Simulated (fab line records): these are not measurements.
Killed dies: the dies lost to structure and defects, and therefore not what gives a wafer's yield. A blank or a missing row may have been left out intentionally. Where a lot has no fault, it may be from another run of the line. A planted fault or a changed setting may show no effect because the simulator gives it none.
A lot that was struck, set against a sound lot | flow sky130 | 17 steps out of a route of 708
Sound: wafers L830.2, L830.3, L830.4. Wafers L831.2, L831.4, L831.5 were the ones struck. At the end, the cause is stated.
For every step that has rows: the tool of each side, followed by ch and its chambers, followed by its first start. Under that, the readings that differ: sound wafers | struck wafers | difference of the means | sigmas: that difference in standard deviations of wafers without a fault.
alike: same words and numbers on both sides, and readings whose means sit less than 2 such deviations apart. not compared: any withheld reading, any reading some wafer has no value for, any bound like >300 that may hide the same value, and any number with overlapping values for which the record gives no deviation.
The two part at a step that has a row with sigmas, a row that says differs or no value, or rows on one side only. When numbers do not overlap yet have no deviation, they are printed without sigmas and do not part them. A reading that every wafer of one side lacks parts them only if that side has two wafers or more.

SKY_CONTACT_BOW_MEAS_05:
  sound on filmMetro-02, day 31 08:05; struck on filmMetro-02, day 31 16:28
  alike: CONTACT_BOW
then, 8 steps without rows for these wafers: SKY_CONTACT_DEHYDRATE_06 (time 60 s); SKY_CONTACT_HMDS_07 (prime time 60 s); SKY_CONTACT_COAT_08 (resist thk 60 nm); SKY_CONTACT_COAT_09 (resist thk 450 nm); SKY_CONTACT_SOFTBAKE_10 (time 90 s); SKY_CONTACT_EXPOSE_11 (exposes mask CTM1, target cd 170 nm); SKY_CONTACT_PEB_12; SKY_CONTACT_DEVELOP_13 (develop time 60 s).
SKY_CONTACT_CD_MEAS_14: target cd 170 nm.
  sound on cdSem-02, day 32 11:04; struck on cdSem-02, day 32 19:14
  alike: cdNm
SKY_CONTACT_OVL_MEAS_15:
  sound on overlay-01, day 32 11:10; struck on overlay-01, day 32 19:21
  alike: CONTACT_OVL
SKY_CONTACT_ETCH_16: etches BARC in N2/H2, stops on SiO2, time 45.9 s, target depth 60 nm.
  sound on rieDiel-03 ch 1,2,3, day 32 11:12; struck on rieDiel-03 ch 2,3, day 32 19:23
  alike: biasW, chamberPressureMTorr, drypumpMotorCurrentA, oesProductAu, throttleValvePct
  not compared: rfHoursCounterH
SKY_CONTACT_ETCH_17: etches SiO2 in C4F8/O2/Ar, stops on Si3N4, target depth 340 nm.
  sound on rieDiel-03 ch 1,2,3, day 32 11:14; struck on rieDiel-03 ch 2,3, day 32 19:25
  no value came back on the struck wafers for biasW (W), chamberPressureMTorr (mTorr), oesProductAu (a.u.); on the sound wafers biasW (W) reads 1197 1200 1206
reading                                       | sound             | struck          | difference | sigmas
model.KrF-thick_of_CONTACT_COAT_09.thkNm (nm) | 326.6 325.9 323.6 | 390 390.8 389.3 | +65        | 
SKY_CONTACT_ETCH_18: etches Si3N4 in CHF3/O2, stops on TiN, time 39 s, target depth 75 nm.
  sound on rieDiel-03 ch 1,2,3; struck on rieDiel-03 ch 2,3
reading                                       | sound             | struck            | difference | sigmas
oesProductAu (a.u.)                           | 0.862 0.861 0.855 | 0.378 0.370 0.383 | -0.482     | -60
throttleValvePct (%)                          | 8.800 8.777 8.785 | 8.694 8.677 8.673 | -0.106     | -12
model.KrF-thick_of_CONTACT_COAT_09.thkNm (nm) | 240.6 240.3 236.5 | 303.5 305.2 303   | +64.8      | 
  alike: O2_flow_sccm, biasW, drypumpMotorCurrentA
  not compared: rfHoursCounterH
SKY_CONTACT_STRIP_19: strips in O2/N2.
  sound on plasmaAsher-03 ch 0,1, day 32 11:20; struck on plasmaAsher-04 ch 1, day 32 19:31
reading                  | sound             | struck            | difference | sigmas
oesProductAu (a.u.)      | 0.385 0.384 0.375 | 0.404 0.414 0.408 | +0.027     | +6
stripTimeToEndpointS (s) | 3.60 3.59 3.55    | 4.26 4.29 4.25    | +0.69      | +18
  alike: drypumpMotorCurrentA
  not compared: rfHoursCounterH
then, 1 step without rows for these wafers: SKY_CONTACT_STRIP_20 (strips in post etch residue remover, time 1200 s).
-- the record jumps here: 14 days lie between the struck wafers' starts before and after (it left off in module CONTACT and takes up again in module PAD_OPEN, whose first step shown is number 708 of the route) --
SKY_PAD_OPEN_PROBE_99:
  record: rows for the struck wafers here (prober-02, day 46 14:25), none for the sound ones

## WHERE THEY PART
Last at SKY_PAD_OPEN_PROBE_99 as far as this record goes, first at SKY_CONTACT_ETCH_17.

WHY: the cause the simulator had injected
Entire step skipped (rieDiel-03, SKY_CONTACT_ETCH_17), from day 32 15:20 onward. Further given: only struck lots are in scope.
